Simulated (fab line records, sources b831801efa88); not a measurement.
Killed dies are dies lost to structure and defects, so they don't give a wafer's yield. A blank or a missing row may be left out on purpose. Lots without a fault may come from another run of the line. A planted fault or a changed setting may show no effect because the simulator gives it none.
Tool commonality check | flow gf180mcu | 14 lots, 42 wafers sampled

WHY IT WAS OPENED
At GF_SALICIDE_RS_MEAS_04 the reading SALICIDE_TIN_RS is flagged on 2 of 14 lots. Wafers without a fault read 16.36 ohm/sq, standard deviation 0.28.
Rule: a lot is flagged when every wafer of it that has a number lies more than 4 standard deviations from that mean, or none has a number. The other lots count as sound.

lot  | measured     | on            | SALICIDE_TIN_RS (ohm/sq), wafer by wafer | flag
L265 | day 15 12:07 | film_metro-01 | 16.06 16.29 16.21                        |
L267 | day 15 23:17 | film_metro-04 | 16.63 16.52 16.49                        |
L269 | day 16 23:58 | film_metro-04 | 16.66 16.13 16.11                        |
L270 | day 17 05:37 | film_metro-04 | 15.91 16.12 15.99                        |
L272 | day 18 06:16 | film_metro-01 | 16.88 16.48 16.24                        |
L273 | day 18 14:48 | film_metro-01 | 16.27 16.17 16.11                        |
L274 | day 18 19:14 | film_metro-01 | 16.15 16.50 16.50                        |
L276 | day 19 13:23 | film_metro-04 | 16.36 16.50 16.14                        |
L277 | day 19 19:22 | film_metro-04 | 16.16 16.33 16.10                        |
L278 | day 19 21:20 | film_metro-03 | 15.85 15.99 15.89                        |
L280 | day 20 13:44 | film_metro-01 | 16.54 16.27 16.11                        |
L279 | day 20 16:23 | film_metro-01 | 16.52 16.60 16.40                        |
L284 | day 21 15:13 | film_metro-01 | 17.93 18.17 18.14                        | FLAGGED
L285 | day 22 02:49 | film_metro-04 | 17.83 18.11 17.69                        | FLAGGED
The numbers of the flagged lots are 17.98 ohm/sq on average: +1.62 ohm/sq against the usual, or +6 standard deviations.

WHICH TOOL RAN EACH LOT
The record holds 1 process step before the reading, out of a route of 602 steps. In each cell: the tool, then ch and the chambers that the sampled wafers went through, then the start.
lot  | flag    | GF_SALICIDE_SPUTTER_02
L265 |         | pvd_sputter-01, day 15 12:01
L267 |         | pvd_sputter-02, day 15 23:14
L269 |         | pvd_sputter-03, day 16 23:53
L270 |         | pvd_sputter-02, day 17 05:34
L272 |         | pvd_sputter-01, day 18 06:12
L273 |         | pvd_sputter-03, day 18 14:37
L274 |         | pvd_sputter-01, day 18 19:11
L276 |         | pvd_sputter-03, day 19 13:20
L277 |         | pvd_sputter-03, day 19 19:17
L278 |         | pvd_sputter-02, day 19 21:15
L280 |         | pvd_sputter-01, day 20 13:41
L279 |         | pvd_sputter-02, day 20 16:20
L284 | FLAGGED | pvd_sputter-03, day 21 15:10
L285 | FLAGGED | pvd_sputter-03, day 22 02:43
What these steps do:
- GF_SALICIDE_SPUTTER_02: material Co, target thk 10 nm, time 20 s.
- GF_SALICIDE_RS_MEAS_04: measures by four-point-probe.

FLAGGED OVER TOTAL, TOOL BY TOOL (the gauges that took the reading come last)
step                   | tool           | lots run | flagged | share of the flagged lots | sound lots run after its first flagged lot
GF_SALICIDE_SPUTTER_02 | pvd_sputter-01 | 4        | 0       | none                      | -
GF_SALICIDE_SPUTTER_02 | pvd_sputter-02 | 4        | 0       | none                      | -
GF_SALICIDE_SPUTTER_02 | pvd_sputter-03 | 6        | 2       | all                       | 0
GF_SALICIDE_RS_MEAS_04 | film_metro-01  | 7        | 1       | some                      | 0
GF_SALICIDE_RS_MEAS_04 | film_metro-03  | 1        | 0       | none                      | -
GF_SALICIDE_RS_MEAS_04 | film_metro-04  | 6        | 1       | some                      | 0

WHAT THE TABLE ALLOWS
1 row of the table ran every flagged lot: pvd_sputter-03 at GF_SALICIDE_SPUTTER_02.
- pvd_sputter-03 at GF_SALICIDE_SPUTTER_02: 2 of its 6 lots flagged. Its last sound lot is L277 (day 19 19:17), its first flagged lot L284 (day 21 15:10): a fault that began between those two fits.
One tool is left: pvd_sputter-03 at GF_SALICIDE_SPUTTER_02.

WHAT THE SIMULATOR HAD PUT IN
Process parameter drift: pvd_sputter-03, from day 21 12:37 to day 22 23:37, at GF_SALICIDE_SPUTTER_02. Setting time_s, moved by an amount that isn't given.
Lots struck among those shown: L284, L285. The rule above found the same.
